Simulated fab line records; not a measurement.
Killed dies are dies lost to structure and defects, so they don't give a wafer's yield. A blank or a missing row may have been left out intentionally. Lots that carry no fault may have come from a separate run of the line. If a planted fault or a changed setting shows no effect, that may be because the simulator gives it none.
Chamber matching || flow gf180mcu || GF_STI_WET_ETCH_20 on wet_bench-03: 4 sister chambers
The step etches SiO2 in dHF, target depth 20 nm, time 400 s. 16 wafers are shown with their chamber, then 8 later ones without.

## WAFERS PAIRED WITH THEIR CHAMBERS
{"wafer": "L421.1", "chamber": 0, "bath_heat_duty_pct (%)": 5.7}
{"wafer": "L421.3", "chamber": 0, "bath_heat_duty_pct (%)": 6.0}
{"wafer": "L421.6", "chamber": 0, "bath_heat_duty_pct (%)": 5.3}
{"wafer": "L422.2", "chamber": 2, "bath_heat_duty_pct (%)": 5.7}
{"wafer": "L422.3", "chamber": 2, "bath_heat_duty_pct (%)": 6.5}
{"wafer": "L422.5", "chamber": 2, "bath_heat_duty_pct (%)": 6.5}
{"wafer": "L426.3", "chamber": 1, "bath_heat_duty_pct (%)": 6.6}
{"wafer": "L426.5", "chamber": 1, "bath_heat_duty_pct (%)": 6.5}
{"wafer": "L426.6", "chamber": 1, "bath_heat_duty_pct (%)": 6.6}
{"wafer": "L427.3", "chamber": 1, "bath_heat_duty_pct (%)": 5.9}
{"wafer": "L427.4", "chamber": 1, "bath_heat_duty_pct (%)": 5.2}
{"wafer": "L427.5", "chamber": 1, "bath_heat_duty_pct (%)": 5.4}
{"wafer": "L434.1", "chamber": 3, "bath_heat_duty_pct (%)": 5.0}
{"wafer": "L434.3", "chamber": 3, "bath_heat_duty_pct (%)": 5.6}
{"wafer": "L434.4", "chamber": 3, "bath_heat_duty_pct (%)": 5.5}
{"wafer": "L435.2", "chamber": 1, "bath_heat_duty_pct (%)": 6.6}

SIGNATURES (averages over the wafers above)
{"reading": "bath_heat_duty_pct", "chamber 0": 5.667, "chamber 1": 6.114, "chamber 2": 6.233, "chamber 3": 5.367, "scatter within a chamber": 0.511}
Rule: for each reading, subtract the chamber's mean from the wafer's reading, divide by that reading's scatter and square the result; add these up over the readings and take the root, which gives the wafer's distance from the chamber. The wafer belongs to the nearest chamber; if the next one is less than 2 further off, it can't be placed. The scatter: take each reading less its chamber's mean, square it, sum over the shown wafers, divide by the number of wafers less the number of chambers, and take the root.

## WAFERS WITH NO CHAMBER GIVEN
{"wafer": "L435.5", "bath_heat_duty_pct (%)": 6.6}
{"wafer": "L435.6", "bath_heat_duty_pct (%)": 5.4}
{"wafer": "L436.2", "bath_heat_duty_pct (%)": 5.2}
{"wafer": "L436.4", "bath_heat_duty_pct (%)": 5.4}
{"wafer": "L436.5", "bath_heat_duty_pct (%)": 5.1}
{"wafer": "L438.2", "bath_heat_duty_pct (%)": 6.3}
{"wafer": "L438.3", "bath_heat_duty_pct (%)": 6.5}
{"wafer": "L438.5", "bath_heat_duty_pct (%)": 5.5}

## EACH ONE'S CHAMBER
{"wafer": "L435.5", "from the rows above": "can't be placed: 2 or 1 or 0 or 3", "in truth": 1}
{"wafer": "L435.6", "from the rows above": "can't be placed: 3 or 0 or 1 or 2", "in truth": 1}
{"wafer": "L436.2", "from the rows above": "can't be placed: 3 or 0 or 1 or 2", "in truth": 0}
{"wafer": "L436.4", "from the rows above": "can't be placed: 3 or 0 or 1 or 2", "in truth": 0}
{"wafer": "L436.5", "from the rows above": "can't be placed: 3 or 0 or 1 or 2", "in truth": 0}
{"wafer": "L438.2", "from the rows above": "can't be placed: 2 or 1 or 0 or 3", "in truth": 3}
{"wafer": "L438.3", "from the rows above": "can't be placed: 2 or 1 or 0 or 3", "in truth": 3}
{"wafer": "L438.5", "from the rows above": "can't be placed: 3 or 0 or 1 or 2", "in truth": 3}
Correctly placed: 0 of 8. Cannot be placed on the basis of these rows: 8; the candidates contain the true chamber in 8. 0 placed wrongly.
